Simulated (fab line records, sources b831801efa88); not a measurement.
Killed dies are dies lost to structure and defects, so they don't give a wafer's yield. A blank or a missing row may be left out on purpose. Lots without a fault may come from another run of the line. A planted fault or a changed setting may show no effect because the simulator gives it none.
Which tool did it? | flow gf180mcu | 24 lots, 72 wafers sampled, at 5 steps of a route of 602

WHAT THE GAUGES READ, wafer by wafer
GF_HV_LDD_TW_MEAS_38. Usual: HV_LDD_3_TW 1426, standard deviation 15.
lot  | measured     | on            | HV_LDD_3_TW    | flag
L074 | day 11 13:39 | film_metro-04 | 1405 1402 1410 |
L075 | day 11 16:49 | film_metro-04 | 1413 1409 1407 |
L076 | day 12 00:36 | film_metro-01 | 1418 1423 1411 |
L077 | day 12 07:40 | film_metro-04 | 1417 1416 1418 |
L078 | day 12 18:04 | film_metro-03 | 1425 1437 1434 |
L079 | day 13 06:28 | film_metro-03 | 1452 1454 1448 |
L080 | day 13 11:29 | film_metro-03 | 1451 1448 1449 |
L081 | day 13 23:52 | film_metro-01 | 1419 1421 1416 |
L082 | day 14 04:44 | film_metro-01 | 1413 1424 1426 |
L083 | day 14 09:56 | film_metro-03 | 1437 1432 1442 |
L084 | day 15 00:50 | film_metro-03 | 1442 1446 1448 |
L085 | day 15 14:17 | film_metro-01 | 1426 1422 1431 |
L086 | day 16 03:30 | film_metro-03 | 1450 1446 1447 |
L087 | day 16 05:17 | film_metro-01 | 1436 1430 1431 |
L088 | day 16 09:54 | film_metro-03 | 1449 1445 1452 |
L089 | day 16 19:46 | film_metro-04 | 1418 1409 1422 |
L090 | day 16 23:53 | film_metro-03 | 1452 1448 1440 |
L091 | day 17 13:19 | film_metro-01 | 1428 1417 1420 |
L092 | day 17 16:29 | film_metro-04 | 1424 1414 1419 |
L093 | day 17 16:43 | film_metro-01 | 1420 1418 1431 |
L094 | day 18 01:47 | film_metro-04 | 1407 1406 1413 |
L095 | day 18 07:52 | film_metro-04 | 1404 1397 1401 |
L096 | day 18 17:19 | film_metro-01 | 1415 1419 1419 |
L097 | day 18 23:55 | film_metro-01 | 1409 1428 1428 |

GF_M2_OVL_MEAS_15. Usual: M2_OVL 3 nm, standard deviation 5.9.
lot  | measured     | on         | M2_OVL (nm) | flag
L074 | day 19 03:31 | overlay-01 | -12 -3 -1   |
L075 | day 19 08:11 | overlay-02 | -3 -2 4     |
L076 | day 19 19:34 | overlay-01 | 6 10 4      |
L077 | day 20 02:50 | overlay-01 | 7 10 4      |
L078 | day 20 14:38 | overlay-02 | -3 -1 -7    |
L079 | day 21 07:56 | overlay-02 | -6 -4 -3    |
L080 | day 21 14:53 | overlay-01 | 10 4 9      |
L081 | day 22 01:05 | overlay-02 | -8 4 0      |
L082 | day 22 06:53 | overlay-01 | 8 6 11      |
L083 | day 22 14:32 | overlay-01 | 7 7 1       |
L084 | day 23 03:01 | overlay-01 | -8 -9 -7    |
L085 | day 23 19:25 | overlay-02 | 9 10 10     |
L086 | day 24 08:11 | overlay-01 | 2 11 10     |
L087 | day 24 11:08 | overlay-01 | 10 13 12    |
L088 | day 24 14:10 | overlay-01 | -1 0 2      |
L089 | day 25 00:22 | overlay-01 | 4 7 3       |
L090 | day 25 03:13 | overlay-02 | 0 4 1       |
L091 | day 25 14:28 | overlay-01 | 11 -1 1     |
L092 | day 25 18:58 | overlay-01 | 10 1 1      |
L093 | day 25 20:44 | overlay-01 | 8 9 4       |
L094 | day 26 04:07 | overlay-01 | 5 2 11      |
L095 | day 26 08:29 | overlay-01 | 1 7 5       |
L096 | day 26 18:08 | overlay-01 | 6 3 2       |
L097 | day 26 22:32 | overlay-02 | 1 2 5       |

WHICH TOOL RAN EACH LOT (tool, then ch and the chambers of the sampled wafers, then the start)
lot  | GF_SAB_ETCH_11                     | GF_SAB_STRIP_13                      | GF_M1_SPUTTER_02
L074 | rie_diel-04 ch 0,1, day 15 02:37   | plasma_asher-02 ch 0,1, day 15 02:47 | pvd_sputter-02, day 16 03:25
L075 | rie_diel-04 ch 2,3, day 15 06:42   | plasma_asher-02 ch 0,1, day 15 06:51 | pvd_sputter-04, day 16 07:05
L076 | rie_diel-01 ch 1,3, day 15 16:40   | plasma_asher-02 ch 0, day 15 16:49   | pvd_sputter-02, day 16 17:49
L077 | rie_diel-02 ch 0,1, day 16 00:33   | plasma_asher-03 ch 0,1, day 16 00:44 | pvd_sputter-02, day 17 00:49
L078 | rie_diel-02 ch 1,2, day 16 11:33   | plasma_asher-02 ch 1, day 16 11:43   | pvd_sputter-04, day 17 13:16
L079 | rie_diel-01 ch 0,2, day 17 02:37   | plasma_asher-03 ch 0,1, day 17 02:48 | pvd_sputter-02, day 18 04:50
L080 | rie_diel-04 ch 1,2, day 17 09:13   | plasma_asher-03 ch 0,1, day 17 09:24 | pvd_sputter-01, day 18 11:40
L081 | rie_diel-02 ch 1,2, day 17 20:19   | plasma_asher-02 ch 1, day 17 20:28   | pvd_sputter-02, day 18 23:41
L082 | rie_diel-04 ch 0,3, day 18 01:49   | plasma_asher-03 ch 0,1, day 18 02:00 | pvd_sputter-04, day 19 04:25
L083 | rie_diel-02 ch 0,3, day 18 08:04   | plasma_asher-02 ch 0,1, day 18 08:16 | pvd_sputter-02, day 19 11:28
L084 | rie_diel-01 ch 0,1,3, day 18 23:16 | plasma_asher-01 ch 0,1, day 18 23:25 | pvd_sputter-02, day 20 02:14
L085 | rie_diel-01 ch 0,3, day 19 15:53   | plasma_asher-03 ch 0,1, day 19 16:03 | pvd_sputter-04, day 20 18:40
L086 | rie_diel-02 ch 0,2,3, day 20 04:11 | plasma_asher-02 ch 0,1, day 20 04:23 | pvd_sputter-02, day 21 07:17
L087 | rie_diel-04 ch 0,1, day 20 07:52   | plasma_asher-01 ch 0,1, day 20 08:04 | pvd_sputter-04, day 21 11:04
L088 | rie_diel-01 ch 0,3, day 20 12:28   | plasma_asher-02 ch 0, day 20 12:37   | pvd_sputter-01, day 21 14:44
L089 | rie_diel-01 ch 1,2,3, day 20 22:58 | plasma_asher-03 ch 0,1, day 20 23:07 | pvd_sputter-02, day 22 01:10
L090 | rie_diel-02 ch 0,3, day 21 02:59   | plasma_asher-03 ch 0, day 21 03:09   | pvd_sputter-04, day 22 05:16
L091 | rie_diel-02 ch 0,1,3, day 21 15:13 | plasma_asher-03 ch 0,1, day 21 15:23 | pvd_sputter-02, day 22 17:01
L092 | rie_diel-04 ch 0,1,2, day 21 19:29 | plasma_asher-02 ch 0,1, day 21 19:40 | pvd_sputter-01, day 22 21:43
L093 | rie_diel-02 ch 0,2,3, day 21 20:22 | plasma_asher-03 ch 0,1, day 21 20:34 | pvd_sputter-04, day 22 22:07
L094 | rie_diel-01 ch 0,1,3, day 22 05:04 | plasma_asher-03 ch 0,1, day 22 05:13 | pvd_sputter-04, day 23 07:35
L095 | rie_diel-01 ch 1,2, day 22 10:14   | plasma_asher-01 ch 0,1, day 22 10:25 | pvd_sputter-04, day 23 11:50
L096 | rie_diel-04 ch 0,2, day 22 20:46   | plasma_asher-01 ch 0,1, day 22 20:56 | pvd_sputter-02, day 23 22:20
L097 | rie_diel-04 ch 0,2,3, day 23 02:17 | plasma_asher-02 ch 0,1, day 23 02:30 | pvd_sputter-01, day 24 04:01
- GF_SAB_ETCH_11: etches SiO2 in C4F8/O2/Ar, target depth 55 nm, time 8.5 s.
- GF_SAB_STRIP_13: strips in O2/N2.
- GF_M1_SPUTTER_02: material AlCu, target thk 450 nm, time 23.9 s.

WHAT THE TOOLS THEMSELVES READ (means of the sampled wafers that have a number; where no wafer has one, the mark that the record gives instead)
GF_SAB_ETCH_11. Usual: oes_product_au 0.999 a.u., standard deviation 0.0088.
lot  | tool        | oes_product_au (a.u.) | flag
L074 | rie_diel-04 | 0.994                 |
L075 | rie_diel-04 | 0.994                 |
L076 | rie_diel-01 | 1.007                 |
L077 | rie_diel-02 | 1.002                 |
L078 | rie_diel-02 | 0.998                 |
L079 | rie_diel-01 | 0.989                 |
L080 | rie_diel-04 | 0.994                 |
L081 | rie_diel-02 | 0.996                 |
L082 | rie_diel-04 | 1.003                 |
L083 | rie_diel-02 | 0.989                 |
L084 | rie_diel-01 | 1.010                 |
L085 | rie_diel-01 | 1.010                 |
L086 | rie_diel-02 | 1.002                 |
L087 | rie_diel-04 | 0.994                 |
L088 | rie_diel-01 | 1.008                 |
L089 | rie_diel-01 | 0.994                 |
L090 | rie_diel-02 | 1.000                 |
L091 | rie_diel-02 | 0.997                 |
L092 | rie_diel-04 | 0.992                 |
L093 | rie_diel-02 | 0.993                 |
L094 | rie_diel-01 | 1.009                 |
L095 | rie_diel-01 | 1.001                 |
L096 | rie_diel-04 | 0.987                 |
L097 | rie_diel-04 | 0.989                 |

GF_SAB_STRIP_13. Usual: drypump_motor_current_A 5.9 A, standard deviation 0.63; heater_power_w 365 W, standard deviation 36; oes_product_au 0.709 a.u., standard deviation 0.0045; strip_time_to_endpoint_s 12.613 s, standard deviation 0.029.
lot  | tool            | drypump_motor_current_A (A) | heater_power_w (W) | oes_product_au (a.u.) | strip_time_to_endpoint_s (s) | flag
L074 | plasma_asher-02 | 6.4                         | 409                | 0.709                 | 12.600                       |
L075 | plasma_asher-02 | 6.4                         | 405                | 0.707                 | 12.611                       |
L076 | plasma_asher-02 | 6.0                         | 401                | 0.707                 | 12.615                       |
L077 | plasma_asher-03 | 5.8                         | 339                | 0.709                 | 12.613                       |
L078 | plasma_asher-02 | 6.6                         | 413                | 0.708                 | 12.609                       |
L079 | plasma_asher-03 | 5.5                         | 351                | 0.711                 | 12.586                       |
L080 | plasma_asher-03 | 5.8                         | 337                | 0.707                 | 12.627                       |
L081 | plasma_asher-02 | 6.6                         | 410                | 0.711                 | 12.536                       |
L082 | plasma_asher-03 | 5.8                         | 338                | 0.704                 | 12.627                       |
L083 | plasma_asher-02 | 6.3                         | 405                | 0.707                 | 12.648                       |
L084 | plasma_asher-01 | 5.4                         | 327                | 0.710                 | 12.620                       |
L085 | plasma_asher-03 | 5.5                         | 339                | 0.708                 | 12.624                       |
L086 | plasma_asher-02 | 6.4                         | 403                | 0.708                 | 12.626                       |
L087 | plasma_asher-01 | 6.1                         | 344                | 0.712                 | 12.639                       |
L088 | plasma_asher-02 | 6.0                         | 394                | 0.708                 | 12.613                       |
L089 | plasma_asher-03 | 5.5                         | 337                | 0.709                 | 12.612                       |
L090 | plasma_asher-03 | 5.2                         | 349                | 0.705                 | 12.621                       |
L091 | plasma_asher-03 | 5.5                         | 343                | 0.715                 | 12.598                       |
L092 | plasma_asher-02 | 6.4                         | 403                | 0.712                 | 12.603                       |
L093 | plasma_asher-03 | 5.8                         | 331                | 0.710                 | 12.638                       |
L094 | plasma_asher-03 | 5.8                         | 334                | 0.708                 | 12.603                       |
L095 | plasma_asher-01 | 5.4                         | 320                | 0.705                 | 12.606                       |
L096 | plasma_asher-01 | 5.4                         | 327                | 0.708                 | 12.649                       |
L097 | plasma_asher-02 | 6.2                         | 404                | 0.711                 | 12.596                       |

GF_M1_SPUTTER_02. Usual: throttle_valve_pct 30.2 %, standard deviation 1.2.
lot  | tool           | throttle_valve_pct (%) | flag
L074 | pvd_sputter-02 | 30.0                   |
L075 | pvd_sputter-04 | 29.1                   |
L076 | pvd_sputter-02 | 30.4                   |
L077 | pvd_sputter-02 | 29.0                   |
L078 | pvd_sputter-04 | 30.1                   |
L079 | pvd_sputter-02 | 30.9                   |
L080 | pvd_sputter-01 | 30.4                   |
L081 | pvd_sputter-02 | 30.8                   |
L082 | pvd_sputter-04 | 29.5                   |
L083 | pvd_sputter-02 | 30.5                   |
L084 | pvd_sputter-02 | 30.8                   |
L085 | pvd_sputter-04 | 30.2                   |
L086 | pvd_sputter-02 | 30.4                   |
L087 | pvd_sputter-04 | 30.3                   |
L088 | pvd_sputter-01 | 28.9                   |
L089 | pvd_sputter-02 | 29.8                   |
L090 | pvd_sputter-04 | 31.3                   |
L091 | pvd_sputter-02 | 30.6                   |
L092 | pvd_sputter-01 | 31.2                   |
L093 | pvd_sputter-04 | 29.3                   |
L094 | pvd_sputter-04 | 30.4                   |
L095 | pvd_sputter-04 | 30.5                   |
L096 | pvd_sputter-02 | 29.7                   |
L097 | pvd_sputter-01 | 29.7                   |

THE ANSWER, worked out from the rows above alone
Rule: a lot is off if the mean of its wafers that have a number lies more than 3 standard deviations from the usual mean. A lot without any number at a reading at which 4 lots or more have one is off too. The other lots that the step has rows for count as sound. The gauges are gone through in route order, then the tools' own readings, and for those a lot's mean is taken as printed above. The first step at which some lot is off is used, and at that step the reading that is off furthest; a lot without a number counts as furthest.
No lot is off at any reading shown: from this, nothing can be told.

WHAT THE SIMULATOR HAD PUT IN
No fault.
